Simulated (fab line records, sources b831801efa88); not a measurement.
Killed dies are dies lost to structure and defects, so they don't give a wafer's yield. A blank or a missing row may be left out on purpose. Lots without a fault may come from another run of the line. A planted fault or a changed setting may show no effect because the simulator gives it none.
Which tool did it? | flow sky130 | 6 lots, 18 wafers sampled, at 4 steps of a route of 708

WHAT THE GAUGES READ, wafer by wafer
SKY_VIA1_THK_MEAS_01.
lot  | measured     | on            | VIA1_HDPCVD_THK (nm)
L209 | day 34 09:43 | film_metro-03 | 1021 1022 1010
L213 | day 35 10:49 | film_metro-01 | 1027 1020 1047
L215 | day 35 21:16 | film_metro-02 | 1027 1029 1031
L218 | day 37 16:57 | film_metro-01 | 1033 865 871
L226 | day 39 07:01 | film_metro-01 | 1009 1026 1037
L228 | day 40 03:03 | film_metro-03 | 1003 998 1024

WHICH TOOL RAN EACH LOT (tool, then ch and the chambers of the sampled wafers, then the start)
lot  | SKY_LI_CONTACT_CVD_21         | SKY_CONTACT_ETCH_17                | SKY_VIA1_HDPCVD_00
L209 | cvd_w-02 ch 0, day 30 20:28   | rie_diel-04 ch 0,1,3, day 33 04:43 | hdpcvd-02 ch 0,2, day 34 09:35
L213 | cvd_w-02 ch 0,1, day 31 21:38 | rie_diel-02 ch 0,1,2, day 34 05:52 | hdpcvd-01 ch 1,2, day 35 10:38
L215 | cvd_w-01 ch 0,1, day 32 09:41 | rie_diel-02 ch 0,2, day 34 16:28   | hdpcvd-01 ch 0,1, day 35 21:09
L218 | cvd_w-01 ch 0,1, day 34 05:05 | rie_diel-02 ch 0,1,3, day 36 12:37 | hdpcvd-02 ch 0,1, day 37 16:50
L226 | cvd_w-02 ch 0,1, day 35 21:17 | rie_diel-03 ch 0,1,3, day 38 03:28 | hdpcvd-01 ch 0,1, day 39 06:53
L228 | cvd_w-02 ch 0,1, day 36 17:47 | rie_diel-03 ch 1,2,3, day 38 23:40 | hdpcvd-02 ch 0,1,2, day 40 02:56
- SKY_LI_CONTACT_CVD_21: deposits W, target thk 400 nm, time 120.56 s.
- SKY_CONTACT_ETCH_17: etches SiO2 in C4F8/O2/Ar, stops on Si3N4, target depth 340 nm.
- SKY_VIA1_HDPCVD_00: deposits SiO2, target thk 1030 nm, time 171.7 s.

THE ANSWER, worked out from the rows above alone
Rule: what is usual is taken from the lots themselves. Put in order of their means at a reading, lots are off if they are a third of the lots or fewer, leave a main group of 4 or more, and stand apart from it by a gap of 3 or more times the standard deviation of the main group's means; of several such gaps the widest counts. A main group whose means are all the same, to the digits that the tables above print for the reading, isn't used. A lot without any number at a reading at which 4 lots or more have one is off too. The other lots that the step has rows for count as sound.
Off: L218, at SKY_VIA1_THK_MEAS_01 (VIA1_HDPCVD_THK). The main group: mean 1022 nm, standard deviation 8.3.
A tool fits if, at a process step before that reading, it ran every lot that is off, and no sound lot after the first of them. The gauges at SKY_VIA1_THK_MEAS_01 are tried like those tools. Can't be told from this: 2 tools fit, cvd_w-01 at SKY_LI_CONTACT_CVD_21, rie_diel-02 at SKY_CONTACT_ETCH_17.

WHAT THE SIMULATOR HAD PUT IN
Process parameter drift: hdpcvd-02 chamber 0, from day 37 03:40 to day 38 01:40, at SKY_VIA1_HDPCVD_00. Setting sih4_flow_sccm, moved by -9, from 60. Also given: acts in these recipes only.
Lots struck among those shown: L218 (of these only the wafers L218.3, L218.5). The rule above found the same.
